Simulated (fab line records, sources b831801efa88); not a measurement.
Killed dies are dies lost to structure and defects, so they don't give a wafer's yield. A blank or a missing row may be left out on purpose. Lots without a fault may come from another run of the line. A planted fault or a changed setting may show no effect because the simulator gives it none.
Chamber matching | flow gf180mcu | GF_V3_CMP_04 on cmp-02: 4 sister chambers
The step polishes SiO2. 4 wafers are shown with their chamber, then 7 later ones without.

WAFERS WITH THEIR CHAMBER
wafer  | chamber | motor_current_A (A)
L964.5 | 0       | 15.2
L965.1 | 1       | 9.6
L966.1 | 2       | 12.1
L966.3 | 3       | 10.6

WAFERS WITHOUT THEIR CHAMBER
wafer  | motor_current_A (A)
L966.6 | 9.0
L967.2 | 10.4
L967.5 | 10.7
L967.6 | 12.2
L978.1 | 11.4
L978.3 | 9.3
L978.6 | 9.3

WHICH CHAMBER EACH WENT THROUGH
wafer  | from the rows above     | in truth
L966.6 | 1                       | 1
L967.2 | can't be placed: 3 or 1 | 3
L967.5 | 3                       | 3
L967.6 | 2                       | 2
L978.1 | can't be placed: 2 or 3 | 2
L978.3 | 1                       | 1
L978.6 | 1                       | 1
Placed correctly: 5 of 7. Can't be placed from these rows: 2 (the true chamber is among the candidates in 2). Placed wrongly: 0.
How it was worked out, from the rows above alone: a wafer's distance from a chamber is the root of the sum, over the readings, of the square of ((its reading less the chamber's mean) divided by the reading's scatter). The wafer belongs to the nearest chamber; if the next one is less than 2 further off, it can't be placed. A chamber's mean is the mean of its shown wafers. The scatter: with one shown wafer a chamber, the root of the mean of the squares of how far each hidden wafer lies from its nearest shown one.
